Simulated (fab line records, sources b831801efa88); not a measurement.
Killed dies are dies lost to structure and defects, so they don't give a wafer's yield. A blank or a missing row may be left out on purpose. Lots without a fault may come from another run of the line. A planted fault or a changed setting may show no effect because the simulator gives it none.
Which tool did it? | flow gf180mcu | 14 lots, 42 wafers sampled, at 4 steps of a route of 602

WHAT THE GAUGES READ, wafer by wafer
GF_CONTACT_CD_MEAS_14: target cd 220 nm.
lot  | measured     | on        | cd_nm (nm)
L858 | day 17 22:34 | cd_sem-02 | 220.4 219.9 221.9
L859 | day 18 08:22 | cd_sem-02 | 221.7 220.3 218.8
L860 | day 18 23:20 | cd_sem-02 | 220.5 219.1 221.1
L862 | day 19 03:55 | cd_sem-02 | 218.2 217.8 218.3
L861 | day 19 08:01 | cd_sem-02 | 220.2 219.4 219.9
L863 | day 19 15:28 | cd_sem-02 | 221.7 219.8 221.1
L865 | day 20 03:44 | cd_sem-02 | 218.4 217.8 218.3
L864 | day 20 08:57 | cd_sem-01 | 218.1 218.9 218.6
L871 | day 22 11:52 | cd_sem-01 | 218.8 219.5 218.2
L872 | day 22 17:19 | cd_sem-02 | 217.2 218.3 217.2
L873 | day 23 07:55 | cd_sem-02 | 221.4 220.8 219.8
L874 | day 23 15:58 | cd_sem-02 | 221.2 219.6 221.9
L875 | day 23 17:29 | cd_sem-02 | 219.1 220.3 221.5
L876 | day 23 22:11 | cd_sem-01 | 221.8 219.1 219.3

GF_M3_CD_MEAS_14: target cd 280 nm.
lot  | measured     | on        | cd_nm (nm)
L858 | day 23 08:17 | cd_sem-01 | 279.4 280.5 281.0
L859 | day 23 18:31 | cd_sem-02 | 279.9 280.9 281.5
L860 | day 24 08:13 | cd_sem-02 | 280.3 280.8 280.2
L862 | day 24 11:15 | cd_sem-02 | 279.7 279.9 279.4
L861 | day 24 15:34 | cd_sem-01 | 279.7 279.8 280.4
L863 | day 24 23:13 | cd_sem-01 | 279.3 279.1 279.4
L865 | day 25 09:16 | cd_sem-01 | 277.8 277.6 278.4
L864 | day 25 14:15 | cd_sem-02 | 280.9 280.3 280.4
L871 | day 27 10:34 | cd_sem-01 | 281.8 282.3 282.8
L872 | day 27 15:55 | cd_sem-02 | 279.6 279.6 280.0
L873 | day 28 02:49 | cd_sem-01 | 280.0 280.4 279.7
L874 | day 28 11:06 | cd_sem-01 | 279.3 279.7 279.1
L875 | day 28 12:26 | cd_sem-01 | 280.0 280.8 281.1
L876 | day 28 17:07 | cd_sem-01 | 278.4 277.9 276.7

WHICH TOOL RAN EACH LOT (tool, then ch and the chambers of the sampled wafers, then the start)
lot  | GF_HV_LDD_IMPLANT_35            | GF_V1_ETCH_16
L858 | implanter-02 ch 0, day 13 04:40 | rie_diel-01 ch 0,2, day 20 03:02
L859 | implanter-03 ch 0, day 13 11:38 | rie_diel-03 ch 1,2,3, day 20 12:29
L860 | implanter-03 ch 0, day 13 23:34 | rie_diel-04 ch 0,1,2, day 21 03:40
L862 | implanter-04 ch 0, day 14 04:43 | rie_diel-03 ch 0,3, day 21 08:29
L861 | implanter-03 ch 0, day 14 07:07 | rie_diel-03 ch 0,2,3, day 21 13:22
L863 | implanter-03 ch 0, day 14 14:58 | rie_diel-04 ch 1,2, day 21 21:20
L865 | implanter-03 ch 0, day 15 01:28 | rie_diel-04 ch 0,2, day 22 07:38
L864 | implanter-04 ch 0, day 15 05:14 | rie_diel-04 ch 0,1, day 22 13:08
L871 | implanter-02 ch 0, day 17 03:02 | rie_diel-01 ch 0,1,2, day 24 13:13
L872 | implanter-04 ch 0, day 17 08:37 | rie_diel-01 ch 0,2,3, day 24 19:14
L873 | implanter-02 ch 0, day 17 23:22 | rie_diel-03 ch 2,3, day 25 07:59
L874 | implanter-02 ch 0, day 18 07:09 | rie_diel-01 ch 0,2,3, day 25 15:25
L875 | implanter-03 ch 0, day 18 09:38 | rie_diel-03 ch 0,1, day 25 17:19
L876 | implanter-03 ch 0, day 18 16:24 | rie_diel-04 ch 1,2,3, day 25 21:28
- GF_HV_LDD_IMPLANT_35
- GF_V1_ETCH_16: etches BARC in N2/H2.

WHAT THE TOOLS THEMSELVES READ (means of the sampled wafers that have a number; where no wafer has one, the mark that the record gives instead)
GF_HV_LDD_IMPLANT_35.
lot  | tool         | beam_energy_keV
L858 | implanter-02 | 60.004
L859 | implanter-03 | 60.008
L860 | implanter-03 | 60.010
L862 | implanter-04 | 59.993
L861 | implanter-03 | 59.999
L863 | implanter-03 | 54.607
L865 | implanter-03 | 54.621
L864 | implanter-04 | 59.974
L871 | implanter-02 | 60.005
L872 | implanter-04 | 60.002
L873 | implanter-02 | 59.999
L874 | implanter-02 | 59.995
L875 | implanter-03 | 59.998
L876 | implanter-03 | 60.004

GF_V1_ETCH_16.
lot  | tool        | drypump_motor_current_A (A) | oes_product_au (a.u.) | throttle_valve_pct (%)
L858 | rie_diel-01 | 5.4                         | 0.860                 | 13.221
L859 | rie_diel-03 | 5.7                         | 0.856                 | 13.232
L860 | rie_diel-04 | 5.6                         | 0.854                 | 13.220
L862 | rie_diel-03 | 5.7                         | 0.854                 | 13.227
L861 | rie_diel-03 | 5.7                         | 0.859                 | 13.223
L863 | rie_diel-04 | 6.0                         | 0.858                 | 13.222
L865 | rie_diel-04 | 5.2                         | 0.857                 | 13.226
L864 | rie_diel-04 | 5.4                         | 0.852                 | 13.231
L871 | rie_diel-01 | 5.2                         | 0.856                 | 13.219
L872 | rie_diel-01 | 5.7                         | 0.856                 | 13.220
L873 | rie_diel-03 | 5.7                         | 0.855                 | 13.231
L874 | rie_diel-01 | 5.7                         | 0.855                 | 13.228
L875 | rie_diel-03 | 5.8                         | 0.852                 | 13.221
L876 | rie_diel-04 | 5.7                         | 0.856                 | 13.227

THE ANSWER, worked out from the rows above alone
Rule: what is usual is taken from the lots themselves. Put in order of their means at a reading, lots are off if they are a third of the lots or fewer, leave a main group of 4 or more, and stand apart from it by a gap of 3 or more times the standard deviation of the main group's means; of several such gaps the widest counts. A main group whose means are all the same, to the digits that the tables above print for the reading, isn't used. A lot without any number at a reading at which 4 lots or more have one is off too. The other lots that the step has rows for count as sound. The gauges are gone through in route order, then the tools' own readings, and for those a lot's mean is taken as printed above. The first step at which some lot is off is used, and at that step the reading that is off furthest; a lot without a number counts as furthest.
Off: L863, L865, at GF_HV_LDD_IMPLANT_35 (beam_energy_keV). The main group: mean 59.999, standard deviation 0.009.
A tool fits if, at that step or a process step before it, it ran every lot that is off, and no sound lot after the first of them. None of those tried fits.

WHAT THE SIMULATOR HAD PUT IN
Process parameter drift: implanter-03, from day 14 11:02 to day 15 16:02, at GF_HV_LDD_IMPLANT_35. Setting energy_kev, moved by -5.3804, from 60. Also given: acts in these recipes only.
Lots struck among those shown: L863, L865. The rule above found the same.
